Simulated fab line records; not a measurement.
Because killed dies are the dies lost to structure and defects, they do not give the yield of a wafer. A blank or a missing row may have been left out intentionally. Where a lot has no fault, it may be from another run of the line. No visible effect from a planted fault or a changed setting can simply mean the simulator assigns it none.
Struck lot and sound lot, side by side    flow gf180mcu    12 out of 602 route steps
Sound: the wafers L218.2, L218.4, L218.5. Struck: wafers L224.1, L224.2, L224.4. The cause is given at the end.
Order at every step that has rows: each side's tool, ch and its chambers, its first start. Under that, the readings that differ: sound wafers    struck wafers    difference of the means    sigmas: that difference in standard deviations of wafers without a fault.
alike: same words and numbers on both sides, and readings whose means sit less than 2 such deviations apart. not compared: any withheld reading, any reading some wafer has no value for, any bound like >300 that may hide the same value, and any number with overlapping values for which the record gives no deviation.
Wherever a step has rows on one side only, a row that says differs or no value, or a row with sigmas, the two part there. Numbers that don't overlap but have no deviation are shown without sigmas and don't part them. A reading missing from all wafers of one side parts the sides only when that side holds two or more wafers.

GF_STI_BOW_MEAS_00:
  sound: film metro-01 at day 1 20:01; struck: film metro-02 at day 3 02:00
  alike: INCOMING_BOW
then, 1 step without rows for these wafers: GF_STI_OXIDATION_01 (stabilise 600 s, purge 300 s, target thk 10 nm).
GF_STI_THK_MEAS_02:
  sound: film metro-02 at day 1 21:31; struck: film metro-01 at day 3 03:38
reading                 sound              struck          difference  sigmas
STI_OXIDATION_THK (nm)  10.04 10.42 10.03  9.80 9.81 9.72  -0.39       -2
then, 1 step without rows for these wafers: GF_STI_CVD_03 (deposits Si3N4 from DCS/NH3, target thk 207.16 nm, time 3705 s).
GF_STI_THK_MEAS_04:
  sound: film metro-01 at day 1 23:34; struck: film metro-01 at day 3 05:41
  alike: STI_CVD_03_THK
then, 5 steps without rows for these wafers: GF_STI_DEHYDRATE_05 (time 60 s); GF_STI_HMDS_06 (prime time 60 s); GF_STI_COAT_07 (resist thk 700 nm); GF_STI_SOFTBAKE_08 (time 60 s); GF_STI_EXPOSE_09 (exposes mask COMP, target cd 220 nm).
GF_STI_PEB_10: peb time 90 s.
  struck on litho track-02, day 3 17:10; sound on litho track-04 ch 0, day 2 10:24
  no value came back on the struck wafers for chill plate temp C (C), exhaust pa (Pa), resist line temp C (C); on the sound wafers chill plate temp C (C) reads 22.88 22.98 22.96
then, 1 step without rows for these wafers: GF_STI_DEVELOP_11 (develop time 60 s).

== WHERE THEY PART ==
Last at GF_STI_PEB_10 as far as this record goes, first at GF_STI_THK_MEAS_02.

WHY: what the simulator had put in
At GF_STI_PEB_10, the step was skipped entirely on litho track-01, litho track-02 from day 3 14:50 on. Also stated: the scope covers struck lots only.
